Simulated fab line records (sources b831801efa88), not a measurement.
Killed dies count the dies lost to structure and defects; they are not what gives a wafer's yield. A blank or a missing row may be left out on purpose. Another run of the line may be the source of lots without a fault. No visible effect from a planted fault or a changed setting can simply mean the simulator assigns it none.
fab line records ; flow sky130
record: lots: 13; wafers: 39; last-day: 51
route steps=708 shown POLY_GATE@204 SD_N@350 CONTACT@411
lots with no fault: from the same line, run without faults
start-h: start of the lot's first displayed wafer, in hours after the record's first day ; wait-h: hours from the lot's prior step to this one ; " identical to the entry in the row above ; L1.1+2: one row covering several wafers at once ; - no value, or no start was given ; * or withheld: withheld ; < > ~ a bound
route shown NAME@n: a module of which the file shows steps, and the number in the route of the first ; usual: average and standard deviation across the fault-free wafers ; same: alike in all rows ; chamber/n: place in a boat ; sites: each site's reading ; _std_site: how widely they spread, as a standard deviation ; _edge_site: mean of outer sites minus mean of inner sites ; radius-mm: for every site, how far away it sits from the centre of the wafer ; mask NAME#n: copy n ; behind: tool/chamber where the wafer was last shaped ; hold: why the lot went on hold/how many hours it stayed there/how the hold came to an end ; device: the transistor (n, p or np) that didn't switch ; end of line: tests run on the same wafers once the route is complete ; for a step that has no rows: nothing shown but its recipe ; killed: dies lost to structure and defects at the first sort, not the wafer's yield ; map: a wafer's dies, marking killed ones x, the rest . and places with no die _
set.NAME: the setting the step ran with; set.NAME@STEP: the setting that earlier step ran with ; model.NAME: the simulator's own value behind a step, which no gauge read
the route's steps for a sample of lots (tables are steps, rows are wafers)
services: when a tool's chamber went out of use (start-h, in hours from the record's first day, below 0 if earlier), for how many hours, and the reason
== steps ==
step: SKY_POLY_GATE_CVD_00
recipe: material: poly-Si; target-thk-nm: 180; temp-c: 620; time-s: 720; pressure-mtorr: 200
usual: pressure-mtorr: 200.0/0.37; susceptor-temp-C: 619.93/0.29; zone-power-centre-pct: 9.8/0.91
same: time-s: 720
lot.wafer;tool;chamber;start-h;wait-h;pressure-mtorr;susceptor-temp-C;zone-power-centre-pct
L414.1;lpcvd-01;1;320.30;0.0;199.8;619.70;10.8
L414.3;lpcvd-01;1;320.30;0.0;200.2;620.12;10.6
L414.6;lpcvd-01;1;320.30;0.0;200.3;619.55;10.8
L417.2;lpcvd-01;0;342.26;0.0;199.9;620.37;9.0
L417.3;lpcvd-01;0;342.26;0.0;199.7;620.28;8.9
L417.5;lpcvd-01;0;342.26;0.0;199.7;620.10;8.9
L416.1;lpcvd-01;1;345.16;0.0;200.1;619.71;10.8
L416.4;lpcvd-01;1;345.16;0.0;200.0;619.84;10.9
L416.5;lpcvd-01;1;345.16;0.0;200.3;619.69;10.8
L418.1;lpcvd-01;0;363.49;0.0;239.9;619.68;9.1
L418.4;lpcvd-01;0;363.49;0.0;240.5;619.77;9.0
L418.5;lpcvd-01;0;363.49;0.0;240.3;620.15;9.0
L419.1;lpcvd-01;1;377.36;0.0;239.3;619.81;10.7
L419.4;lpcvd-01;1;377.36;0.0;239.1;619.73;10.6
L419.6;lpcvd-01;1;377.36;0.0;239.1;620.02;10.7
L421.2;lpcvd-01;0;385.47;0.0;239.7;619.89;9.1
L421.3;lpcvd-01;0;385.47;0.0;240.1;620.28;9.0
L421.6;lpcvd-01;0;385.47;0.0;239.1;620.27;9.0
L428.1;lpcvd-01;0;446.96;8.0;200.3;620.18;9.0
L428.4;lpcvd-01;0;446.96;8.0;200.1;620.25;9.2
L428.6;lpcvd-01;0;446.96;8.0;200.2;620.23;8.9
L430.2;lpcvd-01;1;452.74;0.0;199.8;620.05;10.7
L430.4;lpcvd-01;1;452.74;0.0;200.4;619.76;10.9
L430.5;lpcvd-01;1;452.74;0.0;199.9;619.67;10.7
L432.1;lpcvd-01;0;470.99;0.0;200.0;620.15;9.0
L432.5;lpcvd-01;0;470.99;0.0;199.9;619.88;8.7
L432.6;lpcvd-01;0;470.99;0.0;200.4;619.73;9.0
L433.1;lpcvd-01;1;482.09;0.0;200.4;619.69;10.5
L433.3;lpcvd-01;1;482.09;0.0;200.9;619.99;10.8
L433.4;lpcvd-01;1;482.09;0.0;200.2;619.82;10.8
L434.3;lpcvd-01;0;486.89;0.0;200.1;620.05;8.9
L434.4;lpcvd-01;0;486.89;0.0;200.5;619.98;9.1
L434.5;lpcvd-01;0;486.89;0.0;199.7;619.68;8.9
L435.1;lpcvd-01;0;494.56;0.0;199.7;619.68;9.0
L435.3;lpcvd-01;0;494.56;0.0;199.6;619.95;8.9
L435.5;lpcvd-01;0;494.56;0.0;199.6;619.82;9.0
L436.2;lpcvd-01;0;511.01;0.0;200.2;619.86;8.8
L436.5;lpcvd-01;0;511.01;0.0;200.1;620.21;8.6
L436.6;lpcvd-01;0;511.01;0.0;200.1;620.09;8.8
step: SKY_POLY_GATE_THK_MEAS_01
recipe: reads: poly-Si_of_POLY_GATE_CVD_00
usual: POLY_GATE_CVD_00_THK: 179.7/1.6
lot.wafer;tool;chamber;start-h;wait-h;POLY_GATE_CVD_00_THK[nm]
L414.1;film-metro-03;-;321.50;0.0;181.5
L414.3;film-metro-03;-;321.50;0.0;180.5
L414.6;film-metro-03;-;321.50;0.0;179.5
L417.2;film-metro-03;-;343.47;0.0;180.6
L417.3;film-metro-03;-;343.47;0.0;178.8
L417.5;film-metro-03;-;343.47;0.0;179.1
L416.1;film-metro-02;-;346.36;0.0;181.0
L416.4;film-metro-02;-;346.36;0.0;180.0
L416.5;film-metro-02;-;346.36;0.0;180.0
L418.1;film-metro-01;-;364.69;0.0;196.3
L418.4;film-metro-01;-;364.69;0.0;196.9
L418.5;film-metro-01;-;364.69;0.0;195.2
L419.1;film-metro-03;-;379.16;0.0;200.9
L419.4;film-metro-03;-;379.16;0.0;200.0
L419.6;film-metro-03;-;379.16;0.0;199.2
L421.2;film-metro-03;-;386.68;0.0;197.0
L421.3;film-metro-03;-;386.68;0.0;198.1
L421.6;film-metro-03;-;386.68;0.0;199.6
L428.1;film-metro-03;-;448.22;0.1;181.8
L428.4;film-metro-03;-;448.22;0.1;180.7
L428.6;film-metro-03;-;448.22;0.1;180.8
L430.2;film-metro-03;-;453.95;0.0;176.2
L430.4;film-metro-03;-;453.95;0.0;176.9
L430.5;film-metro-03;-;453.95;0.0;176.5
L432.1;film-metro-02;-;472.19;0.0;180.0
L432.5;film-metro-02;-;472.19;0.0;180.8
L432.6;film-metro-02;-;472.19;0.0;180.2
L433.1;film-metro-03;-;483.29;0.0;180.3
L433.3;film-metro-03;-;483.29;0.0;179.0
L433.4;film-metro-03;-;483.29;0.0;179.5
L434.3;film-metro-03;-;488.11;0.0;181.3
L434.4;film-metro-03;-;488.11;0.0;180.3
L434.5;film-metro-03;-;488.11;0.0;182.1
L435.1;film-metro-02;-;495.76;0.0;180.1
L435.3;film-metro-02;-;495.76;0.0;180.6
L435.5;film-metro-02;-;495.76;0.0;178.6
L436.2;film-metro-01;-;512.22;0.0;179.1
L436.5;film-metro-01;-;512.22;0.0;180.0
L436.6;film-metro-01;-;512.22;0.0;178.7
step: SKY_SD_N_OVL_MEAS_08
usual: SD_N_OVL: 0.1/1.4
lot.wafer;tool;chamber;start-h;wait-h;SD_N_OVL[nm]
L414.1;overlay-01;-;654.67;0.1;0.0
L414.3;overlay-01;-;654.67;0.1;0.4
L414.6;overlay-01;-;654.67;0.1;1.1
L417.2;overlay-01;-;676.86;0.1;1.8
L417.3;overlay-01;-;676.86;0.1;1.4
L417.5;overlay-01;-;676.86;0.1;1.7
L416.1;overlay-02;-;682.65;0.1;-1.0
L416.4;overlay-02;-;682.65;0.1;-2.1
L416.5;overlay-02;-;682.65;0.1;-2.0
L418.1;overlay-02;-;701.23;0.1;-0.5
L418.4;overlay-02;-;701.23;0.1;0.2
L418.5;overlay-02;-;701.23;0.1;-0.9
L419.1;overlay-02;-;717.43;0.1;1.9
L419.4;overlay-02;-;717.43;0.1;-0.5
L419.6;overlay-02;-;717.43;0.1;-0.5
L421.2;overlay-02;-;720.21;0.1;0.1
L421.3;overlay-02;-;720.21;0.1;1.5
L421.6;overlay-02;-;720.21;0.1;-0.6
L428.1;overlay-02;-;780.45;0.1;-0.1
L428.4;overlay-02;-;780.45;0.1;1.1
L428.6;overlay-02;-;780.45;0.1;1.8
L430.2;overlay-01;-;781.59;0.1;1.0
L430.4;overlay-01;-;781.59;0.1;-0.7
L430.5;overlay-01;-;781.59;0.1;0.3
L432.1;overlay-01;-;796.87;0.1;-1.4
L432.5;overlay-01;-;796.87;0.1;-0.3
L432.6;overlay-01;-;796.87;0.1;0.2
L433.1;overlay-02;-;807.07;0.1;1.7
L433.3;overlay-02;-;807.07;0.1;-1.3
L433.4;overlay-02;-;807.07;0.1;-0.8
L434.3;overlay-02;-;810.37;0.1;0.2
L434.4;overlay-02;-;810.37;0.1;1.7
L434.5;overlay-02;-;810.37;0.1;2.2
L435.1;overlay-01;-;818.13;0.1;-0.5
L435.3;overlay-01;-;818.13;0.1;-2.0
L435.5;overlay-01;-;818.13;0.1;0.0
L436.2;overlay-02;-;832.54;0.1;-1.3
L436.5;overlay-02;-;832.54;0.1;0.0
L436.6;overlay-02;-;832.54;0.1;1.6
step: SKY_SD_N_RS_MEAS_16
recipe: thk-meas-gauge: four-point-probe
usual: SD_N_RS: 68.55/0.11
lot.wafer;tool;chamber;start-h;wait-h;SD_N_RS[ohm/sq]
L414.1;film-metro-01;-;655.39;0.1;68.61
L414.3;film-metro-01;-;655.39;0.1;68.52
L414.6;film-metro-01;-;655.39;0.1;68.41
L417.2;film-metro-01;-;677.64;0.1;68.67
L417.3;film-metro-01;-;677.64;0.1;68.62
L417.5;film-metro-01;-;677.64;0.1;68.68
L416.1;film-metro-01;-;683.38;0.1;68.71
L416.4;film-metro-01;-;683.38;0.1;68.55
L416.5;film-metro-01;-;683.38;0.1;68.60
L418.1;film-metro-03;-;701.96;0.1;68.47
L418.4;film-metro-03;-;701.96;0.1;68.56
L418.5;film-metro-03;-;701.96;0.1;68.60
L419.1;film-metro-02;-;718.15;0.1;68.70
L419.4;film-metro-02;-;718.15;0.1;68.45
L419.6;film-metro-02;-;718.15;0.1;68.64
L421.2;film-metro-02;-;720.95;0.1;68.56
L421.3;film-metro-02;-;720.95;0.1;68.55
L421.6;film-metro-02;-;720.95;0.1;68.61
L428.1;film-metro-03;-;781.18;0.1;68.62
L428.4;film-metro-03;-;781.18;0.1;68.48
L428.6;film-metro-03;-;781.18;0.1;68.60
L430.2;film-metro-01;-;782.33;0.1;68.63
L430.4;film-metro-01;-;782.33;0.1;68.43
L430.5;film-metro-01;-;782.33;0.1;68.69
L432.1;film-metro-01;-;797.64;0.1;68.58
L432.5;film-metro-01;-;797.64;0.1;68.39
L432.6;film-metro-01;-;797.64;0.1;68.40
L433.1;film-metro-02;-;807.79;0.1;68.48
L433.3;film-metro-02;-;807.79;0.1;68.70
L433.4;film-metro-02;-;807.79;0.1;68.72
L434.3;film-metro-02;-;811.13;0.1;68.71
L434.4;film-metro-02;-;811.13;0.1;68.68
L434.5;film-metro-02;-;811.13;0.1;68.66
L435.1;film-metro-02;-;818.86;0.1;68.56
L435.3;film-metro-02;-;818.86;0.1;68.55
L435.5;film-metro-02;-;818.86;0.1;68.47
L436.2;film-metro-03;-;833.28;0.1;68.59
L436.5;film-metro-03;-;833.28;0.1;68.68
L436.6;film-metro-03;-;833.28;0.1;68.68
step: SKY_CONTACT_BOW_MEAS_05
recipe: mode: bow
usual: CONTACT_BOW: 83/7.8
lot.wafer;tool;chamber;start-h;wait-h;CONTACT_BOW[um]
L414.1;film-metro-04;-;715.68;0.2;85
L414.3;film-metro-04;-;715.68;0.2;85
L414.6;film-metro-04;-;715.68;0.2;73
L417.2;film-metro-02;-;738.64;0.2;83
L417.3;film-metro-02;-;738.64;0.2;82
L417.5;film-metro-02;-;738.64;0.2;76
L416.1;film-metro-03;-;743.45;0.3;81
L416.4;film-metro-03;-;743.45;0.3;90
L416.5;film-metro-03;-;743.45;0.3;86
L418.1;film-metro-02;-;763.02;0.1;76
L418.4;film-metro-02;-;763.02;0.1;83
L418.5;film-metro-02;-;763.02;0.1;80
L419.1;film-metro-04;-;778.15;0.1;88
L419.4;film-metro-04;-;778.15;0.1;79
L419.6;film-metro-04;-;778.15;0.1;82
L421.2;film-metro-03;-;779.92;0.1;84
L421.3;film-metro-03;-;779.92;0.1;75
L421.6;film-metro-03;-;779.92;0.1;89
L428.1;film-metro-02;-;837.95;0.2;84
L428.4;film-metro-02;-;837.95;0.2;90
L428.6;film-metro-02;-;837.95;0.2;76
L430.2;film-metro-02;-;838.69;0.2;95
L430.4;film-metro-02;-;838.69;0.2;78
L430.5;film-metro-02;-;838.69;0.2;85
L432.1;film-metro-02;-;855.03;0.1;92
L432.5;film-metro-02;-;855.03;0.1;86
L432.6;film-metro-02;-;855.03;0.1;78
L433.1;film-metro-03;-;865.91;0.1;93
L433.3;film-metro-03;-;865.91;0.1;84
L433.4;film-metro-03;-;865.91;0.1;89
L434.3;film-metro-02;-;866.98;0.2;99
L434.4;film-metro-02;-;866.98;0.2;93
L434.5;film-metro-02;-;866.98;0.2;90
L435.1;film-metro-03;-;874.26;0.2;88
L435.3;film-metro-03;-;874.26;0.2;84
L435.5;film-metro-03;-;874.26;0.2;82
L436.2;film-metro-02;-;888.43;0.3;80
L436.5;film-metro-02;-;888.43;0.3;76
L436.6;film-metro-02;-;888.43;0.3;100
== services ==
tool;chamber;start-h;hours;kind
lpcvd-01;-;304.77;2.1;repair
lpcvd-01;-;418.86;28.1;pm
lpcvd-01;-;462.81;0.7;repair
== key ==
first-sign: step: SKY_POLY_GATE_CVD_00; reading: pressure-mtorr; direction: up; sigmas: 99+; usual: 200.0; struck: 239.7
effect: step: SKY_POLY_GATE_THK_MEAS_01; reading: POLY_GATE_CVD_00_THK; direction: up; sigmas: 12; usual: 179.7; struck: 198.1
met-at SKY_POLY_GATE_CVD_00
struck-lots L418,L419,L421
tester-left-out L418,L419,L421
not-acting-at SKY_SD_N_OVL_MEAS_08,SKY_SD_N_RS_MEAS_16,SKY_CONTACT_BOW_MEAS_05
onset-between 345.16 363.49
fault: kind: process-parameter-drift; tool: lpcvd-01; chamber: -; onset-h: 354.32; steps: SKY_POLY_GATE_CVD_00; channel: pressure-mtorr; offset: 40; shape: step; end-h: 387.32; stated: 200
tester-left-out: of these lots the tester's yield and bins aren't shown, on N5 and GAA mostly nor the transistor test; their killed dies are dies lost to structure and defects alone, not to doping, threshold or leakage, so they don't give the yield
